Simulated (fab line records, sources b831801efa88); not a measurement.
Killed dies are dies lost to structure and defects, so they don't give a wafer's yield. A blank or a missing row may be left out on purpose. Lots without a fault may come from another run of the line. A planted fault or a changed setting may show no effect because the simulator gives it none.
Which tool did it? | flow gf180mcu | 13 lots, 39 wafers sampled, at 4 steps of a route of 602

WHAT THE GAUGES READ, wafer by wafer
GF_V4_THK_MEAS_03.
lot  | measured     | on            | V4_CVD_02_THK (nm)
L568 | day 23 19:41 | film_metro-04 | 865 857 872
L569 | day 24 06:45 | film_metro-04 | 861 843 846
L571 | day 24 20:41 | film_metro-01 | 839 847 848
L572 | day 25 01:52 | film_metro-03 | 853 852 867
L573 | day 25 11:07 | film_metro-04 | 845 867 857
L574 | day 25 17:31 | film_metro-04 | 838 845 863
L580 | day 27 12:01 | film_metro-04 | 848 844 851
L582 | day 28 05:44 | film_metro-04 | 832 851 864
L583 | day 28 09:10 | film_metro-03 | 839 842 858
L584 | day 28 16:01 | film_metro-03 | 839 833 838
L588 | day 29 19:56 | film_metro-03 | 866 857 845
L589 | day 30 02:01 | film_metro-01 | 818 839 840
L591 | day 30 15:26 | film_metro-01 | 858 852 880

GF_V4_OVL_MEAS_15.
lot  | measured     | on         | V4_OVL (nm)
L568 | day 24 18:30 | overlay-01 | -6 2 3
L569 | day 25 05:11 | overlay-02 | 0 5 -1
L571 | day 25 18:38 | overlay-02 | 8 5 7
L572 | day 25 23:48 | overlay-01 | 3 1 8
L573 | day 26 08:43 | overlay-01 | 0 2 1
L574 | day 26 15:14 | overlay-02 | 8 2 4
L580 | day 28 08:53 | overlay-01 | -1 1 2
L582 | day 29 01:40 | overlay-01 | -1 8 7
L583 | day 29 04:54 | overlay-02 | -8 -13 -7
L584 | day 29 11:44 | overlay-01 | -1 1 -10
L588 | day 30 14:55 | overlay-01 | -2 -4 -1
L589 | day 30 19:59 | overlay-01 | -2 2 2
L591 | day 31 09:29 | overlay-01 | 0 -4 -4

WHICH TOOL RAN EACH LOT (tool, then ch and the chambers of the sampled wafers, then the start)
lot  | GF_M4_STRIP_17                       | GF_V4_CMP_04
L568 | plasma_asher-02 ch 0,1, day 23 18:55 | cmp-01 ch 0,2, day 23 19:47
L569 | plasma_asher-02 ch 0,1, day 24 05:59 | cmp-01 ch 0,1,2, day 24 06:49
L571 | plasma_asher-01 ch 0,1, day 24 19:56 | cmp-02 ch 2,3, day 24 20:44
L572 | plasma_asher-02 ch 0,1, day 25 01:07 | cmp-01 ch 0,1,3, day 25 01:55
L573 | plasma_asher-03 ch 0,1, day 25 10:24 | cmp-01 ch 1,2,3, day 25 11:16
L574 | plasma_asher-01 ch 0,1, day 25 16:46 | cmp-02 ch 1,3, day 25 17:34
L580 | plasma_asher-03 ch 1, day 27 11:14   | cmp-01 ch 0,1,3, day 27 12:11
L582 | plasma_asher-01 ch 0,1, day 28 05:01 | cmp-01 ch 1,2,3, day 28 05:49
L583 | plasma_asher-02 ch 0,1, day 28 08:05 | cmp-01 ch 1,3, day 28 09:13
L584 | plasma_asher-02 ch 0,1, day 28 15:17 | cmp-02 ch 0,1,3, day 28 16:07
L588 | plasma_asher-02 ch 0,1, day 29 19:13 | cmp-02 ch 0,2,3, day 29 20:04
L589 | plasma_asher-01 ch 1, day 30 01:17   | cmp-02 ch 1,3, day 30 02:07
L591 | plasma_asher-02 ch 0,1, day 30 14:41 | cmp-02 ch 0,2,3, day 30 15:29
- GF_M4_STRIP_17: strips in O2/N2.
- GF_V4_CMP_04: polishes SiO2.

WHAT THE TOOLS THEMSELVES READ (means of the sampled wafers that have a number; where no wafer has one, the mark that the record gives instead)
GF_M4_STRIP_17.
lot  | tool            | drypump_motor_current_A (A) | heater_power_w (W) | oes_product_au (a.u.) | strip_time_to_endpoint_s (s)
L568 | plasma_asher-02 | 5.8                         | 369                | 0.558                 | 7.86
L569 | plasma_asher-02 | 5.8                         | 371                | 0.555                 | 7.86
L571 | plasma_asher-01 | 6.3                         | 291                | 0.558                 | 7.84
L572 | plasma_asher-02 | 5.5                         | 358                | 0.563                 | 7.91
L573 | plasma_asher-03 | 5.5                         | 332                | 0.551                 | 7.85
L574 | plasma_asher-01 | 6.1                         | 335                | 0.556                 | 7.83
L580 | plasma_asher-03 | 5.9                         | 335                | 0.552                 | 7.85
L582 | plasma_asher-01 | 6.3                         | 295                | 0.560                 | 7.88
L583 | plasma_asher-02 | 5.8                         | 368                | 0.557                 | 7.88
L584 | plasma_asher-02 | 5.5                         | 364                | 0.559                 | 7.89
L588 | plasma_asher-02 | 5.8                         | 365                | 0.552                 | 7.82
L589 | plasma_asher-01 | 5.8                         | 369                | 0.557                 | 7.82
L591 | plasma_asher-02 | 5.8                         | 363                | 0.554                 | 7.84

GF_V4_CMP_04.
lot  | tool   | motor_current_A (A) | slurry_filter_dp_kPa (kPa) | time_to_endpoint_s (s)
L568 | cmp-01 | 11.9                | 13.50                      | 88
L569 | cmp-01 | 12.2                | 13.35                      | 82
L571 | cmp-02 | 11.8                | 13.63                      | 84
L572 | cmp-01 | 11.8                | 13.35                      | 85
L573 | cmp-01 | 13.0                | 13.44                      | 81
L574 | cmp-02 | 12.0                | 13.41                      | 83
L580 | cmp-01 | 11.7                | 13.55                      | 44
L582 | cmp-01 | 12.5                | 13.63                      | 43
L583 | cmp-01 | 12.6                | 13.44                      | 44
L584 | cmp-02 | 11.9                | 13.52                      | 75
L588 | cmp-02 | 12.0                | 13.42                      | 84
L589 | cmp-02 | 12.0                | 13.58                      | 74
L591 | cmp-02 | 11.8                | 13.59                      | 84

THE ANSWER, worked out from the rows above alone
Rule: what is usual is taken from the lots themselves. Put in order of their means at a reading, lots are off if they are a third of the lots or fewer, leave a main group of 4 or more, and stand apart from it by a gap of 3 or more times the standard deviation of the main group's means; of several such gaps the widest counts. A main group whose means are all the same, to the digits that the tables above print for the reading, isn't used. A lot without any number at a reading at which 4 lots or more have one is off too. The other lots that the step has rows for count as sound. The gauges are gone through in route order, then the tools' own readings, and for those a lot's mean is taken as printed above. The first step at which some lot is off is used, and at that step the reading that is off furthest; a lot without a number counts as furthest.
Off: L580, L582, L583, at GF_V4_CMP_04 (time_to_endpoint_s). The main group: mean 82 s, standard deviation 4.1.
A tool fits if, at that step or a process step before it, it ran every lot that is off, and no sound lot after the first of them. One fits: cmp-01 at GF_V4_CMP_04. Its last sound lot is L573 (day 25 11:16), its first lot that is off L580 (day 27 12:11): a fault that began between those two fits.
The tool's own readings at GF_V4_CMP_04 bear it out: on the lots that are off they differ by more than 5 times the standard deviation of the sound lots' means. time_to_endpoint_s reads 44 s there against 82 s on the sound lots.

WHAT THE SIMULATOR HAD PUT IN
Process parameter drift: cmp-01, from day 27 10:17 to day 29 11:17, at GF_V4_CMP_04. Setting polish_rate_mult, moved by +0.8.
Lots struck among those shown: L580, L582, L583. The rule above found the same.
